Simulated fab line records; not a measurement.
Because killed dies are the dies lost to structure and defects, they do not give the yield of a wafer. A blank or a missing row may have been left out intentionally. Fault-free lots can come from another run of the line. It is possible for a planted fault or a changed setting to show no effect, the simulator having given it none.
Which tool is to blame?	flow gf180mcu	13 lots, 39 wafers sampled, at 4 steps of a route of 602

## WHAT EACH GAUGE READ, for each wafer
No reading from a measuring or inspecting step in the record can be judged against a usual standard deviation.

## WHAT TOOL EACH LOT RAN ON (gives the tool, then ch and the chambers of the sampled wafers, and finally the start)
lot	GF_HV_LDD_CVD_56	GF_V2_ETCH_16	GF_V3_CMP_04	GF_V4_SPUTTER_22
L854	lpcvd-01 ch 1, day 12 10:21	rie_diel-04 ch 1,2,3, day 20 05:40	cmp-01 ch 0,1,3, day 21 08:18	pvd_sputter-04, day 24 09:22
L855	lpcvd-02 ch 1, day 12 21:57	rie_diel-01 ch 0,3, day 20 16:24	cmp-01 ch 0,2,3, day 21 19:44	pvd_sputter-03, day 24 19:35
L856	lpcvd-02 ch 0, day 13 00:28	rie_diel-03 ch 0,2,3, day 20 23:49	cmp-02 ch 0,1,3, day 22 02:54	pvd_sputter-04, day 25 02:26
L857	lpcvd-01 ch 0, day 13 08:11	rie_diel-01 ch 1,3, day 21 09:27	cmp-02 ch 0,3, day 22 11:44	pvd_sputter-03, day 25 10:34
L858	lpcvd-02 ch 1, day 13 17:04	rie_diel-01 ch 1,2,3, day 21 15:43	cmp-02 ch 0,1,3, day 22 17:51	pvd_sputter-03, day 25 16:11
L859	lpcvd-02 ch 1, day 13 19:56	rie_diel-04 ch 1,2,3, day 21 18:52	cmp-02 ch 0,1,2, day 22 20:59	pvd_sputter-03, day 25 17:35
L861	lpcvd-01 ch 0, day 14 13:41	rie_diel-04 ch 0,1,3, day 22 14:49	cmp-02 ch 1,2,3, day 23 16:35	pvd_sputter-03, day 26 13:29
L863	lpcvd-01 ch 1, day 15 09:08	rie_diel-04 ch 0,1, day 23 16:00	cmp-01 ch 1,2,3, day 24 16:23	pvd_sputter-01, day 27 10:47
L865	lpcvd-01 ch 0, day 16 01:02	rie_diel-04 ch 1,2,3, day 24 06:27	cmp-01 ch 0,3, day 25 06:27	pvd_sputter-01, day 28 01:05
L866	lpcvd-01 ch 1, day 16 13:38	rie_diel-03 ch 1,2,3, day 24 17:37	cmp-02 ch 1,2,3, day 25 17:13	pvd_sputter-04, day 28 11:28
L867	lpcvd-01 ch 0, day 16 18:54	rie_diel-04 ch 0,1,2, day 25 00:28	cmp-02 ch 0,1,3, day 25 23:43	pvd_sputter-03, day 28 16:47
L873	lpcvd-02 ch 0, day 18 17:44	rie_diel-01 ch 1,2,3, day 26 16:54	cmp-01 ch 1,2, day 27 15:47	pvd_sputter-04, day 30 05:58
L874	lpcvd-02 ch 1, day 19 07:18	rie_diel-01 ch 0,1,2, day 27 04:40	cmp-01 ch 1,3, day 28 03:56	pvd_sputter-03, day 30 16:58
- GF_HV_LDD_CVD_56: deposits Si3N4 from DCS/NH3, target thk 90 nm, time 1543 s.
- GF_V2_ETCH_16: etches BARC in N2/H2.
- GF_V3_CMP_04: polishes SiO2.
- GF_V4_SPUTTER_22: material TiN, target thk 10 nm, time 40 s.

## WHAT THE TOOLS THEMSELVES READ (means of the sampled wafers that have a number; where no wafer has one, the mark that the record gives instead)
GF_HV_LDD_CVD_56.
lot	tool	spike_tc_centre_C (C)	spike_tc_upper_C (C)	zone_power_centre_pct (%)	zone_power_top_pct (%)	zone_power_upper_pct (%)
L854	lpcvd-01	768.8	770.1	11.0	22.9	12.2
L855	lpcvd-02	771.6	770.3	12.3	21.4	12.7
L856	lpcvd-02	772.0	768.8	15.5	25.5	11.7
L857	lpcvd-01	771.1	769.7	14.1	25.5	13.9
L858	lpcvd-02	771.3	769.7	12.3	21.4	12.7
L859	lpcvd-02	771.1	771.0	12.3	21.5	12.7
L861	lpcvd-01	771.3	769.1	13.9	25.4	13.8
L863	lpcvd-01	768.9	770.0	11.2	22.8	12.1
L865	lpcvd-01	770.8	769.4	13.9	25.3	13.9
L866	lpcvd-01	770.1	771.0	11.0	22.9	12.4
L867	lpcvd-01	771.2	769.1	13.9	25.2	13.8
L873	lpcvd-02	776.1	728.9	21.2	32.1	1.7
L874	lpcvd-02	774.3	730.9	16.9	26.8	1.8

GF_V2_ETCH_16.
lot	tool	drypump_motor_current_A (A)	oes_product_au (a.u.)	rf_fwd_power_W (W)	throttle_valve_pct (%)
L854	rie_diel-04	5.8	0.857	496.8	13.219
L855	rie_diel-01	6.1	0.849	495.0	13.219
L856	rie_diel-03	5.4	0.856	495.8	13.228
L857	rie_diel-01	5.8	0.853	492.5	13.224
L858	rie_diel-01	5.8	0.852	494.5	13.227
L859	rie_diel-04	5.8	0.847	496.5	13.222
L861	rie_diel-04	5.7	0.853	496.9	13.228
L863	rie_diel-04	5.7	0.855	496.4	13.226
L865	rie_diel-04	5.8	0.853	495.4	13.218
L866	rie_diel-03	5.6	0.856	495.7	13.223
L867	rie_diel-04	5.9	0.851	495.9	13.222
L873	rie_diel-01	5.8	0.858	495.1	13.232
L874	rie_diel-01	5.4	0.852	496.4	13.226

GF_V3_CMP_04.
lot	tool	motor_current_A (A)	time_to_endpoint_s (s)
L854	cmp-01	12.0	81
L855	cmp-01	12.4	81
L856	cmp-02	12.2	73
L857	cmp-02	12.7	76
L858	cmp-02	12.0	77
L859	cmp-02	11.3	84
L861	cmp-02	12.2	76
L863	cmp-01	12.4	83
L865	cmp-01	11.9	86
L866	cmp-02	12.2	83
L867	cmp-02	12.2	75
L873	cmp-01	13.5	78
L874	cmp-01	12.1	88

GF_V4_SPUTTER_22.
lot	tool	throttle_valve_pct (%)
L854	pvd_sputter-04	29.4
L855	pvd_sputter-03	30.7
L856	pvd_sputter-04	29.2
L857	pvd_sputter-03	30.8
L858	pvd_sputter-03	30.8
L859	pvd_sputter-03	30.5
L861	pvd_sputter-03	30.8
L863	pvd_sputter-01	30.5
L865	pvd_sputter-01	29.8
L866	pvd_sputter-04	29.2
L867	pvd_sputter-03	29.6
L873	pvd_sputter-04	29.5
L874	pvd_sputter-03	30.5

## THE ANSWER, worked out from the rows above alone
Rule: usual is defined by the lots themselves. The widest of any qualifying gaps counts: lots, ordered by their means at a reading, are off when they make up no more than a third of the lots, leave a main group of 4 or more, and stand apart from it by 3 or more times the standard deviation of that group's means. If all means in a main group match to the digits the tables above print for the reading, that group is not used. A lot without any number at a reading at which 4 lots or more have one is off too. Where the step has rows for the other lots, those lots are counted as sound. First the gauges in route order, then the tools' own readings, where a lot's mean is used as printed above. At the first step where some lot is off, the reading lying furthest off is the one used; lots without a number count as furthest.
Off at GF_HV_LDD_CVD_56 (spike_tc_upper_C): L873, L874. The main group: mean 769.8 C, standard deviation 0.7.
A tool fits if, at that step or a process step before it, it ran every lot that is off, and no sound lot after the first of them. One fits: GF_HV_LDD_CVD_56 on lpcvd-02. A fault onset in the window from L859 (day 13 19:56, its last sound lot) to L873 (day 18 17:44, its first lot off) fits.
The tool's own readings at GF_HV_LDD_CVD_56 bear it out: on the lots that are off they differ by more than 5 times the standard deviation of the sound lots' means. spike_tc_upper_C reads 729.9 C there against 769.8 C on the sound lots; zone_power_upper_pct reads 1.8 % there against 12.9 % on the sound lots.

## WHAT THE SIMULATOR HAD INSERTED
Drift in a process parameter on lpcvd-02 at GF_HV_LDD_CVD_56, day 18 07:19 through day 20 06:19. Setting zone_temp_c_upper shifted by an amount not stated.
Shown lots that were struck: L873, L874. The rule given above showed the same thing.
